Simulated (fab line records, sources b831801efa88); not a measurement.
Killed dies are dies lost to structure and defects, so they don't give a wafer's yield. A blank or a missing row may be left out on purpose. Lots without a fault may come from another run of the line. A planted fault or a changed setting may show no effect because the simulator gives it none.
A struck lot beside a sound one | flow gf180mcu | 15 steps out of a route of 602
Sound: wafers L391.3, L391.4, L391.6. Struck: wafers L398.1, L398.6. (L398.3 of the same lot was not struck and is left out.) The cause comes at the end.
At each step with rows: each side's tool, then ch and its chambers, then its first start. Under that, the readings that differ: sound wafers | struck wafers | difference of the means | sigmas: that difference in standard deviations of wafers without a fault.
alike: readings whose means differ by less than 2 such deviations, and words and numbers that are the same on both sides. not compared: withheld readings, readings that some wafer has no value for, bounds like >300 that may hide the same value, and numbers for which the record gives no deviation and whose values overlap.
The two part at a step that has a row with sigmas, a row that says differs or no value, or rows on one side only. Numbers that don't overlap but have no deviation are shown without sigmas and don't part them. A reading that every wafer of one side lacks parts them only if that side has two wafers or more.

first, 3 steps without rows for these wafers: GF_M2_STRIP_18 (strips in post etch residue remover, time 1200 s); GF_M2_CLEAN_19 (cleans in DIW); GF_V2_CVD_00 (deposits SiO2, target thk 600 nm, time 100 s).
GF_V2_THK_MEAS_01:
  sound on film_metro-01, day 22 18:14; struck on film_metro-04, day 24 23:23
  alike: V2_CVD_00_THK
GF_V2_CVD_02: deposits SiO2 from TEOS, target thk 850 nm, time 94.851 s.
  sound on pecvd-02 ch 0,1,2, day 22 18:17; struck on pecvd-02 ch 0,1, day 24 23:26
  alike: heater_power_outer_w, heater_power_w
GF_V2_THK_MEAS_03:
  sound on film_metro-04, day 22 18:22; struck on film_metro-03, day 24 23:31
  alike: V2_CVD_02_THK
GF_V2_CMP_04: polishes SiO2.
  sound on cmp-01 ch 0,2,3, day 22 18:28; struck on cmp-01 ch 0, day 24 23:34
  alike: motor_current_A, platen_rpm, time_to_endpoint_s
GF_V2_BOW_MEAS_05:
  sound on film_metro-01, day 22 18:45; struck on film_metro-03, day 24 23:52
  alike: V2_BOW
then, 4 steps without rows for these wafers: GF_V2_DEHYDRATE_06 (time 60 s); GF_V2_HMDS_07 (prime time 60 s); GF_V2_COAT_08; GF_V2_COAT_09 (resist thk 1000 nm).
GF_V2_SOFTBAKE_10: time 60 s.
  sound on litho_track-02 ch 0, day 23 06:00; struck on litho_track-04 ch 0, day 25 10:00
  reading                  | sound             | struck      | difference | sigmas
  chill_plate_temp_C (C)   | 22.92 22.88 22.97 | 23.09 23.31 | +0.28      | +3
  heater_power_total_W (W) | 93.08 93.10 93.08 | 96.40 96.31 | +3.27      | +53
  run_length_s (s)         | 88.71 88.93 88.80 | 83.26 83.28 | -5.54      | -23
then, 1 step without rows for these wafers: GF_V2_EXPOSE_11 (exposes mask Via2, target cd 260 nm).
GF_PASSIVATION_PROBE_99:
  the record has rows for the sound wafers here (prober-01, day 31 16:46) and none for the struck ones

WHERE THEY PART
First at GF_V2_SOFTBAKE_10; last, within this record, at GF_PASSIVATION_PROBE_99.

WHY: what the simulator had put in
Process parameter drift: litho_track-04, from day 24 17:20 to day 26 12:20, at GF_V2_SOFTBAKE_10. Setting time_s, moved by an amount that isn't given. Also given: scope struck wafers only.
